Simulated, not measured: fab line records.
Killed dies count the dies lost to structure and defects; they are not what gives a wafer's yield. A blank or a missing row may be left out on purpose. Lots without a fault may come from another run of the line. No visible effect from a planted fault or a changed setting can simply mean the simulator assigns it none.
fab line records ; flow gf180mcu
[record] lots = 12; wafers = 36; last-day = 34
route steps=602 shown M3@410 V3@452
lots untouched by any fault: they come from a run of this same line in which no faults occurred
start-h: the number of hours between the record's first day and the start of the first shown wafer of the lot ; wait-h: hours elapsed since this lot's preceding step ; " the same as in the row above ; L1.1+2: one row covering several wafers at once ; - no value, or no start given ; * or withheld: withheld ; < > ~ a bound
route shown NAME@n: a module of which the file shows steps, and the number in the route of the first ; usual: mean and standard deviation over wafers with no fault ; same: alike in all rows ; chamber/n: place in a boat ; sites: each site's reading ; _std_site: how widely they spread, as a standard deviation ; _edge_site: inner sites' mean taken away from outer sites' mean ; radius-mm: how far each site lies from the wafer's centre ; mask NAME#n: copy n ; behind: the tool/chamber that last shaped the wafer ; hold: what put the lot on hold/how long, in hours/how the hold closed ; device: the transistor (n, p or np) that didn't switch ; end of line: the same wafers' tests at the end of the route ; step lacking rows: just its recipe ; killed: dies that structure and defects cost at the first sort, which is not the same as the wafer's yield ; map: shows each die of a wafer: x if killed, . if not, _ if none is there
set.NAME: the run value of the setting; set.NAME@STEP: its run value at that earlier step ; model.NAME: the simulator's own value behind a step, which no gauge read
steps of the route over a sample of lots; a table a step, a row a wafer
services: when a tool's chamber went out of use (start-h, in hours from the record's first day, below 0 if earlier), for how many hours, and the reason
[[steps]]
[step GF_M3_SPUTTER_01]
[recipe] material = TiN; target-thk-nm = 30; power-w = 6500; time-s = 25; chamber-pressure-pa = 0.4
[usual] throttle-valve-pct = 30.0/1
[same] time-s = 25
lot.wafer;tool;chamber;start-h;wait-h;throttle-valve-pct
L112.1;pvd-sputter-01;-;477.30;0.1;28.5
L112.4;pvd-sputter-01;-;477.30;0.1;30.0
L112.5;pvd-sputter-01;-;477.30;0.1;28.6
L113.2;pvd-sputter-02;-;484.47;0.1;30.0
L113.4;pvd-sputter-02;-;484.47;0.1;32.6
L113.6;pvd-sputter-02;-;484.47;0.1;30.8
L115.1;pvd-sputter-01;-;501.31;0.1;31.0
L115.3;pvd-sputter-01;-;501.31;0.1;30.8
L115.4;pvd-sputter-01;-;501.31;0.1;28.8
L119.3;pvd-sputter-03;-;536.81;0.1;30.1
L119.5;pvd-sputter-03;-;536.81;0.1;29.2
L119.6;pvd-sputter-03;-;536.81;0.1;28.8
L120.2;pvd-sputter-01;-;539.97;0.1;30.6
L120.4;pvd-sputter-01;-;539.97;0.1;30.8
L120.5;pvd-sputter-01;-;539.97;0.1;30.8
L124.2;pvd-sputter-01;-;581.45;0.1;30.8
L124.5;pvd-sputter-01;-;581.45;0.1;28.4
L124.6;pvd-sputter-01;-;581.45;0.1;30.0
L129.2;pvd-sputter-01;-;619.31;0.1;31.0
L129.3;pvd-sputter-01;-;619.31;0.1;29.8
L129.6;pvd-sputter-01;-;619.31;0.1;31.1
L130.2;pvd-sputter-01;-;627.93;0.1;30.9
L130.3;pvd-sputter-01;-;627.93;0.1;30.7
L130.4;pvd-sputter-01;-;627.93;0.1;30.2
L131.1;pvd-sputter-02;-;634.82;0.1;28.7
L131.2;pvd-sputter-02;-;634.82;0.1;29.9
L131.5;pvd-sputter-02;-;634.82;0.1;30.0
L132.4;pvd-sputter-03;-;643.00;0.1;30.4
L132.5;pvd-sputter-03;-;643.00;0.1;30.7
L132.6;pvd-sputter-03;-;643.00;0.1;30.0
L133.2;pvd-sputter-03;-;645.20;0.1;30.2
L133.5;pvd-sputter-03;-;645.20;0.1;30.4
L133.6;pvd-sputter-03;-;645.20;0.1;30.0
L134.1;pvd-sputter-02;-;654.71;0.1;31.3
L134.2;pvd-sputter-02;-;654.71;0.1;30.1
L134.3;pvd-sputter-02;-;654.71;0.1;32.7
[step GF_M3_SPUTTER_04]
[recipe] material = TiN; target-thk-nm = 50; power-w = 6500; time-s = 41.7; chamber-pressure-pa = 0.4
[usual] throttle-valve-pct = 30.0/1
[same] time-s = 41.7
lot.wafer;tool;chamber;start-h;wait-h;throttle-valve-pct
L112.1;pvd-sputter-01;-;477.39;0.0;28.5
L112.4;pvd-sputter-01;-;477.39;0.0;29.9
L112.5;pvd-sputter-01;-;477.39;0.0;28.8
L113.2;pvd-sputter-02;-;484.55;0.0;29.8
L113.4;pvd-sputter-02;-;484.55;0.0;32.9
L113.6;pvd-sputter-02;-;484.55;0.0;30.8
L115.1;pvd-sputter-01;-;501.39;0.0;31.0
L115.3;pvd-sputter-01;-;501.39;0.0;30.7
L115.4;pvd-sputter-01;-;501.39;0.0;28.9
L119.3;pvd-sputter-03;-;536.89;0.0;29.9
L119.5;pvd-sputter-03;-;536.89;0.0;29.3
L119.6;pvd-sputter-03;-;536.89;0.0;28.8
L120.2;pvd-sputter-01;-;540.05;0.0;30.9
L120.4;pvd-sputter-01;-;540.05;0.0;30.9
L120.5;pvd-sputter-01;-;540.05;0.0;30.8
L124.2;pvd-sputter-01;-;581.53;0.0;30.9
L124.5;pvd-sputter-01;-;581.53;0.0;28.7
L124.6;pvd-sputter-01;-;581.53;0.0;30.0
L129.2;pvd-sputter-01;-;619.39;0.0;31.1
L129.3;pvd-sputter-01;-;619.39;0.0;30.3
L129.6;pvd-sputter-01;-;619.39;0.0;30.4
L130.2;pvd-sputter-01;-;628.01;0.0;31.2
L130.3;pvd-sputter-01;-;628.01;0.0;30.8
L130.4;pvd-sputter-01;-;628.01;0.0;29.8
L131.1;pvd-sputter-02;-;634.90;0.0;28.5
L131.2;pvd-sputter-02;-;634.90;0.0;30.0
L131.5;pvd-sputter-02;-;634.90;0.0;30.2
L132.4;pvd-sputter-03;-;643.08;0.0;30.4
L132.5;pvd-sputter-03;-;643.08;0.0;30.7
L132.6;pvd-sputter-03;-;643.08;0.0;30.0
L133.2;pvd-sputter-03;-;645.28;0.0;29.9
L133.5;pvd-sputter-03;-;645.28;0.0;30.4
L133.6;pvd-sputter-03;-;645.28;0.0;29.9
L134.1;pvd-sputter-02;-;654.79;0.0;31.0
L134.2;pvd-sputter-02;-;654.79;0.0;29.9
L134.3;pvd-sputter-02;-;654.79;0.0;32.7
[step GF_M3_THK_MEAS_06]
[recipe] thk-meas-gauge = xrf; reads = AlCu_of_M3_SPUTTER_02
[usual] M3_ALCU_THK = 451/5.2
lot.wafer;tool;chamber;start-h;wait-h;M3_ALCU_THK[nm]
L112.1;film-metro-03;-;477.54;0.1;461
L112.4;film-metro-03;-;477.54;0.1;462
L112.5;film-metro-03;-;477.54;0.1;458
L113.2;film-metro-03;-;484.72;0.1;441
L113.4;film-metro-03;-;484.72;0.1;456
L113.6;film-metro-03;-;484.72;0.1;446
L115.1;film-metro-02;-;501.55;0.1;452
L115.3;film-metro-02;-;501.55;0.1;454
L115.4;film-metro-02;-;501.55;0.1;453
L119.3;film-metro-04;-;537.07;0.1;439
L119.5;film-metro-04;-;537.07;0.1;443
L119.6;film-metro-04;-;537.07;0.1;449
L120.2;film-metro-02;-;540.22;0.1;439
L120.4;film-metro-02;-;540.22;0.1;446
L120.5;film-metro-02;-;540.22;0.1;441
L124.2;film-metro-04;-;581.70;0.1;454
L124.5;film-metro-04;-;581.70;0.1;453
L124.6;film-metro-04;-;581.70;0.1;463
L129.2;film-metro-03;-;619.56;0.1;456
L129.3;film-metro-03;-;619.56;0.1;458
L129.6;film-metro-03;-;619.56;0.1;452
L130.2;film-metro-03;-;628.18;0.1;450
L130.3;film-metro-03;-;628.18;0.1;449
L130.4;film-metro-03;-;628.18;0.1;460
L131.1;film-metro-02;-;635.06;0.1;452
L131.2;film-metro-02;-;635.06;0.1;444
L131.5;film-metro-02;-;635.06;0.1;443
L132.4;film-metro-03;-;643.27;0.1;446
L132.5;film-metro-03;-;643.27;0.1;451
L132.6;film-metro-03;-;643.27;0.1;440
L133.2;film-metro-03;-;645.45;0.1;448
L133.5;film-metro-03;-;645.45;0.1;460
L133.6;film-metro-03;-;645.45;0.1;450
L134.1;film-metro-03;-;654.95;0.1;444
L134.2;film-metro-03;-;654.95;0.1;446
L134.3;film-metro-03;-;654.95;0.1;448
[step GF_V3_CVD_23]
[recipe] material = W; target-thk-nm = 350; time-s = 104.9; temp-c = 400; pressure-torr = 40
[usual] heater-power-w = 828/100
lot.wafer;tool;chamber;start-h;wait-h;heater-power-w;since-wet-clean-h
L112.1;cvd-w-02;1;527.01;0.0;757;623
L112.4;cvd-w-02;1;527.01;0.0;761;-
L112.5;cvd-w-02;1;527.01;0.0;746;-
L113.2;cvd-w-01;0;534.39;0.0;786;130
L113.4;cvd-w-01;1;534.39;0.0;787;-
L113.6;cvd-w-01;0;534.39;0.0;798;-
L115.1;cvd-w-02;0;550.19;0.0;1016;646
L115.3;cvd-w-02;1;550.19;0.0;755;-
L115.4;cvd-w-02;0;550.19;0.0;993;-
L119.3;cvd-w-01;0;583.96;0.1;792;-
L119.5;cvd-w-01;0;583.96;0.1;795;-
L119.6;cvd-w-01;1;583.96;0.1;771;-
L120.2;cvd-w-01;0;585.82;0.0;794;182
L120.4;cvd-w-01;0;585.82;0.0;792;-
L120.5;cvd-w-01;1;585.82;0.0;775;-
L124.2;cvd-w-02;1;625.47;0.0;739;721
L124.5;cvd-w-02;0;625.47;0.0;1001;-
L124.6;cvd-w-02;1;625.47;0.0;740;-
L129.2;cvd-w-01;0;662.52;0.0;789;259
L129.3;cvd-w-01;1;662.52;0.0;778;-
L129.6;cvd-w-01;0;662.52;0.0;802;-
L130.2;cvd-w-01;1;670.40;0.0;780;266
L130.3;cvd-w-01;0;670.40;0.0;787;-
L130.4;cvd-w-01;1;670.40;0.0;779;-
L131.1;cvd-w-01;0;677.28;0.0;777;273
L131.2;cvd-w-01;1;677.28;0.0;777;273
L131.5;cvd-w-01;1;677.28;0.0;771;-
L132.4;cvd-w-01;0;683.88;0.1;786;-
L132.5;cvd-w-01;1;683.88;0.1;772;-
L132.6;cvd-w-01;0;683.88;0.1;786;-
L133.2;cvd-w-02;0;686.78;0.0;998;783
L133.5;cvd-w-02;0;686.78;0.0;1015;-
L133.6;cvd-w-02;1;686.78;0.0;751;-
L134.1;cvd-w-02;1;694.88;0.0;775;791
L134.2;cvd-w-02;0;694.88;0.0;1050;791
L134.3;cvd-w-02;0;694.88;0.0;1014;-
[step GF_V3_RS_MEAS_24]
[recipe] thk-meas-gauge = four-point-probe; reads = W_of_V3_CVD_23+TiN_of_V3_SPUTTER_22+Ti_of_V3_SPUTTER_21
[usual] V3_W_RS = 0.329/0.0041
lot.wafer;tool;chamber;start-h;wait-h;V3_W_RS[ohm/sq]
L112.1;film-metro-04;-;527.12;0.1;0.335
L112.4;film-metro-04;-;527.12;0.1;0.330
L112.5;film-metro-04;-;527.12;0.1;0.328
L113.2;film-metro-01;-;534.52;0.1;0.328
L113.4;film-metro-01;-;534.52;0.1;0.332
L113.6;film-metro-01;-;534.52;0.1;0.328
L115.1;film-metro-04;-;550.30;0.1;0.329
L115.3;film-metro-04;-;550.30;0.1;0.327
L115.4;film-metro-04;-;550.30;0.1;0.327
L119.3;film-metro-03;-;584.07;0.1;0.372
L119.5;film-metro-03;-;584.07;0.1;0.372
L119.6;film-metro-03;-;584.07;0.1;0.331
L120.2;film-metro-03;-;585.95;0.1;0.367
L120.4;film-metro-03;-;585.95;0.1;0.366
L120.5;film-metro-03;-;585.95;0.1;0.328
L124.2;film-metro-03;-;625.60;0.1;0.330
L124.5;film-metro-03;-;625.60;0.1;0.334
L124.6;film-metro-03;-;625.60;0.1;0.332
L129.2;film-metro-04;-;662.65;0.1;0.322
L129.3;film-metro-04;-;662.65;0.1;0.330
L129.6;film-metro-04;-;662.65;0.1;0.323
L130.2;film-metro-04;-;670.53;0.1;0.326
L130.3;film-metro-04;-;670.53;0.1;0.321
L130.4;film-metro-04;-;670.53;0.1;0.325
L131.1;film-metro-01;-;677.39;0.1;0.327
L131.2;film-metro-01;-;677.39;0.1;0.330
L131.5;film-metro-01;-;677.39;0.1;0.330
L132.4;film-metro-04;-;684.01;0.1;0.325
L132.5;film-metro-04;-;684.01;0.1;0.329
L132.6;film-metro-04;-;684.01;0.1;0.324
L133.2;film-metro-01;-;686.91;0.1;0.330
L133.5;film-metro-01;-;686.91;0.1;0.335
L133.6;film-metro-01;-;686.91;0.1;0.329
L134.1;film-metro-03;-;694.99;0.1;0.341
L134.2;film-metro-03;-;694.99;0.1;0.334
L134.3;film-metro-03;-;694.99;0.1;0.342
[step GF_V3_THK_MEAS_25]
[recipe] thk-meas-gauge = xrf; reads = W_of_V3_CVD_23
[usual] V3_W_THK = 343/4.6
lot.wafer;tool;chamber;start-h;wait-h;V3_W_THK[nm]
L112.1;film-metro-04;-;527.24;0.1;338
L112.4;film-metro-04;-;527.24;0.1;343
L112.5;film-metro-04;-;527.24;0.1;345
L113.2;film-metro-01;-;534.63;0.1;348
L113.4;film-metro-01;-;534.63;0.1;344
L113.6;film-metro-01;-;534.63;0.1;345
L115.1;film-metro-04;-;550.42;0.1;343
L115.3;film-metro-04;-;550.42;0.1;344
L115.4;film-metro-04;-;550.42;0.1;344
L119.3;film-metro-03;-;584.17;0.1;306
L119.5;film-metro-03;-;584.17;0.1;307
L119.6;film-metro-03;-;584.17;0.1;344
L120.2;film-metro-03;-;586.06;0.1;313
L120.4;film-metro-03;-;586.06;0.1;314
L120.5;film-metro-03;-;586.06;0.1;349
L124.2;film-metro-03;-;625.71;0.1;340
L124.5;film-metro-03;-;625.71;0.1;335
L124.6;film-metro-03;-;625.71;0.1;340
L129.2;film-metro-04;-;662.76;0.1;351
L129.3;film-metro-04;-;662.76;0.1;341
L129.6;film-metro-04;-;662.76;0.1;351
L130.2;film-metro-04;-;670.64;0.1;347
L130.3;film-metro-04;-;670.64;0.1;352
L130.4;film-metro-04;-;670.64;0.1;347
L131.1;film-metro-01;-;677.51;0.1;343
L131.2;film-metro-01;-;677.51;0.1;341
L131.5;film-metro-01;-;677.51;0.1;340
L132.4;film-metro-04;-;684.10;0.1;347
L132.5;film-metro-04;-;684.10;0.1;341
L132.6;film-metro-04;-;684.10;0.1;346
L133.2;film-metro-01;-;687.02;0.1;341
L133.5;film-metro-01;-;687.02;0.1;333
L133.6;film-metro-01;-;687.02;0.1;342
L134.1;film-metro-03;-;695.11;0.1;338
L134.2;film-metro-03;-;695.11;0.1;340
L134.3;film-metro-03;-;695.11;0.1;333
[[services]]
tool;chamber;start-h;hours;kind
cvd-w-01;-;456.23;0.8;repair
pvd-sputter-03;-;473.95;0.7;repair
pvd-sputter-03;-;527.55;2.9;repair
pvd-sputter-02;-;538.49;8.1;repair
pvd-sputter-01;3;548.92;-;consumable-replace:kit
pvd-sputter-01;3;548.92;18.0;scheduled-down
pvd-sputter-01;3;548.92;18.0;vent-cycle
pvd-sputter-01;-;554.01;1.5;repair
pvd-sputter-02;1;565.73;-;consumable-replace:kit
pvd-sputter-02;1;565.73;18.0;scheduled-down
pvd-sputter-02;1;565.73;18.0;vent-cycle
cvd-w-02;0;579.35;17.5;repair
cvd-w-02;-;583.60;0.6;repair
pvd-sputter-02;-;591.09;1.5;repair
cvd-w-02;0;603.38;3.5;repair
cvd-w-01;-;611.77;6.9;pm
pvd-sputter-02;-;626.30;7.5;repair
pvd-sputter-02;-;643.61;5.7;repair
pvd-sputter-01;2;673.05;-;consumable-replace:kit
pvd-sputter-01;2;673.05;18.0;scheduled-down
pvd-sputter-01;2;673.05;18.0;vent-cycle
[[key]]
[first-sign] step = GF_V3_RS_MEAS_24; reading = V3_W_RS; direction = up; sigmas = 9.7; usual = 0.329; struck = 0.369
[effect] step = GF_V3_THK_MEAS_25; reading = V3_W_THK; direction = down; sigmas = 7.2; usual = 343; struck = 310
met-at GF_V3_CVD_23
struck-lots L119,L120
struck-wafers L119.3,L119.5,L120.2,L120.4
not-acting-at GF_M3_SPUTTER_01,GF_M3_SPUTTER_04,GF_M3_THK_MEAS_06
onset-between 534.39 583.96
[fault] kind = process-parameter-drift; tool = cvd-w-01; chamber = 0; onset-h = 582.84; steps = GF_V3_CVD_23; channel = target-thk-nm; offset = -39.646; shape = step; end-h = 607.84; acts-in = these-recipes-only; stated = 350
